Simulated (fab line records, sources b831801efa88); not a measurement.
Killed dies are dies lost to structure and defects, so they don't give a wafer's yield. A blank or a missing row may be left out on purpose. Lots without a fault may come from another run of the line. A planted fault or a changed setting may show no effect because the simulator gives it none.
Which tool did it? | flow sky130 | 10 lots, 30 wafers sampled, at 5 steps of a route of 708

WHAT THE GAUGES READ, wafer by wafer
SKY_VIA2_OVL_MEAS_13. Usual: VIA2_OVL 1 nm, standard deviation 5.1.
lot  | measured     | on         | VIA2_OVL (nm) | flag
L785 | day 37 06:10 | overlay-02 | 7 -2 -4       |
L786 | day 37 07:40 | overlay-02 | 7 9 7         |
L787 | day 37 14:49 | overlay-02 | 6 5 6         |
L792 | day 39 07:42 | overlay-02 | -3 2 -3       |
L796 | day 40 11:03 | overlay-01 | 2 2 -4        |
L797 | day 40 22:43 | overlay-01 | 6 -1 7        |
L800 | day 41 15:34 | overlay-01 | 7 5 -5        |
L802 | day 41 23:42 | overlay-02 | -5 -1 -1      |
L804 | day 43 03:21 | overlay-02 | 6 16 7        |
L806 | day 43 05:01 | overlay-01 | 5 8 1         |

SKY_VIA2_RS_MEAS_22: measures by four-point-probe. Usual: VIA2_W_RS 0.267 ohm/sq, standard deviation 0.0049.
lot  | measured     | on            | VIA2_W_RS (ohm/sq) | flag
L785 | day 37 07:10 | film_metro-01 | 0.262 0.274 0.265  |
L786 | day 37 08:40 | film_metro-03 | 0.269 0.264 0.270  |
L787 | day 37 15:53 | film_metro-01 | 0.273 0.264 0.269  |
L792 | day 39 08:38 | film_metro-01 | 0.268 0.268 0.264  |
L796 | day 40 12:01 | film_metro-03 | 0.203 0.206 0.203  | OFF
L797 | day 40 23:38 | film_metro-01 | 0.202 0.204 0.203  | OFF
L800 | day 41 16:35 | film_metro-04 | 0.261 0.275 0.263  |
L802 | day 42 00:38 | film_metro-03 | 0.274 0.262 0.257  |
L804 | day 43 04:25 | film_metro-01 | 0.262 0.259 0.262  |
L806 | day 43 06:01 | film_metro-01 | 0.274 0.273 0.271  |

SKY_VIA2_THK_MEAS_23: measures by xrf. Usual: VIA2_W_THK 433 nm, standard deviation 8.4.
lot  | measured     | on            | VIA2_W_THK (nm) | flag
L785 | day 37 07:16 | film_metro-01 | 434 422 433     |
L786 | day 37 08:46 | film_metro-03 | 430 440 432     |
L787 | day 37 15:58 | film_metro-01 | 423 433 427     |
L792 | day 39 08:45 | film_metro-01 | 431 429 440     |
L796 | day 40 12:08 | film_metro-03 | - 570 -         | OFF
L797 | day 40 23:46 | film_metro-01 | 565 568 564     | OFF
L800 | day 41 16:41 | film_metro-04 | 445 422 441     |
L802 | day 42 00:45 | film_metro-03 | 423 440 451     |
L804 | day 43 04:32 | film_metro-01 | 445 447 439     |
L806 | day 43 06:07 | film_metro-01 | 422 420 424     |

WHICH TOOL RAN EACH LOT (tool, then ch and the chambers of the sampled wafers, then the start)
lot  | SKY_METAL2_ETCH_18                | SKY_VIA2_CVD_21
L785 | rie_metal-01 ch 0,1, day 36 02:29 | cvd_w-02 ch 0,1, day 37 07:02
L786 | rie_metal-01 ch 0,1, day 36 04:10 | cvd_w-02 ch 0,1, day 37 08:32
L787 | rie_metal-02 ch 0,1, day 36 11:49 | cvd_w-01 ch 0,1, day 37 15:44
L792 | rie_metal-02 ch 0,1, day 38 04:52 | cvd_w-02 ch 0,1, day 39 08:30
L796 | rie_metal-02 ch 0,1, day 39 09:22 | cvd_w-02 ch 0,1, day 40 11:53
L797 | rie_metal-02 ch 0,1, day 39 20:25 | cvd_w-02 ch 0,1, day 40 23:31
L800 | rie_metal-02 ch 0,1, day 40 14:20 | cvd_w-01 ch 0,1, day 41 16:28
L802 | rie_metal-04 ch 0,1, day 40 23:32 | cvd_w-01 ch 0,1, day 42 00:30
L804 | rie_metal-02 ch 0,1, day 42 02:32 | cvd_w-01 ch 1, day 43 04:17
L806 | rie_metal-02 ch 1, day 42 04:28   | cvd_w-01 ch 0, day 43 05:52
- SKY_METAL2_ETCH_18: etches BARC in N2/H2, stops on SiO2, time 45.9 s, target depth 60 nm.
- SKY_VIA2_CVD_21: deposits W, target thk 420 nm, time 126.4 s.

WHAT THE TOOLS THEMSELVES READ (means of the sampled wafers that have a number; where no wafer has one, the mark that the record gives instead)
SKY_METAL2_ETCH_18. Usual: drypump_motor_current_A 5.61 A, standard deviation 0.28; h2_flow_sccm 200.0 sccm, standard deviation 0.55; oes_product_au 0.855 a.u., standard deviation 0.0051; throttle_valve_pct 13.225 %, standard deviation 0.0097.
lot  | tool         | drypump_motor_current_A (A) | h2_flow_sccm (sccm) | oes_product_au (a.u.) | throttle_valve_pct (%) | flag
L785 | rie_metal-01 | 5.25                        | 200.0               | 0.857                 | 13.229                 |
L786 | rie_metal-01 | 5.62                        | 200.8               | 0.847                 | 13.212                 |
L787 | rie_metal-02 | 5.77                        | 200.4               | 0.860                 | 13.222                 |
L792 | rie_metal-02 | 5.69                        | 200.2               | 0.853                 | 13.232                 |
L796 | rie_metal-02 | 5.70                        | 199.7               | 0.851                 | 13.220                 |
L797 | rie_metal-02 | 5.71                        | 200.7               | 0.853                 | 13.226                 |
L800 | rie_metal-02 | 5.76                        | 199.5               | 0.852                 | 13.223                 |
L802 | rie_metal-04 | 5.57                        | 200.2               | 0.855                 | 13.225                 |
L804 | rie_metal-02 | 5.75                        | 199.4               | 0.851                 | 13.223                 |
L806 | rie_metal-02 | 5.81                        | 200.4               | 0.856                 | 13.235                 |

SKY_VIA2_CVD_21. Usual: heater_power_w 889 W, standard deviation 98.
lot  | tool     | heater_power_w (W) | flag
L785 | cvd_w-02 | 906                |
L786 | cvd_w-02 | 957                |
L787 | cvd_w-01 | 868                |
L792 | cvd_w-02 | 982                |
L796 | cvd_w-02 | 930                |
L797 | cvd_w-02 | 931                |
L800 | cvd_w-01 | 800                |
L802 | cvd_w-01 | 794                |
L804 | cvd_w-01 | 762                |
L806 | cvd_w-01 | 887                |

THE ANSWER, worked out from the rows above alone
Rule: a lot is off if the mean of its wafers that have a number lies more than 3 standard deviations from the usual mean. A lot without any number at a reading at which 4 lots or more have one is off too. The other lots that the step has rows for count as sound. The gauges are gone through in route order, then the tools' own readings, and for those a lot's mean is taken as printed above. The first step at which some lot is off is used, and at that step the reading that is off furthest; a lot without a number counts as furthest.
Off: L796, L797, at SKY_VIA2_RS_MEAS_22 (VIA2_W_RS).
A tool fits if, at a process step before that reading, it ran every lot that is off, and no sound lot after the first of them. The gauges at SKY_VIA2_RS_MEAS_22 are tried like those tools. One fits: cvd_w-02 at SKY_VIA2_CVD_21. Its last sound lot is L792 (day 39 08:30), its first lot that is off L796 (day 40 11:53): a fault that began between those two fits.

WHAT THE SIMULATOR HAD PUT IN
Process parameter drift: cvd_w-02, from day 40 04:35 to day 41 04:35, at SKY_VIA2_CVD_21. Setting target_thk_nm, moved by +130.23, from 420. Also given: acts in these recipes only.
Lots struck among those shown: L796, L797. The rule above found the same.
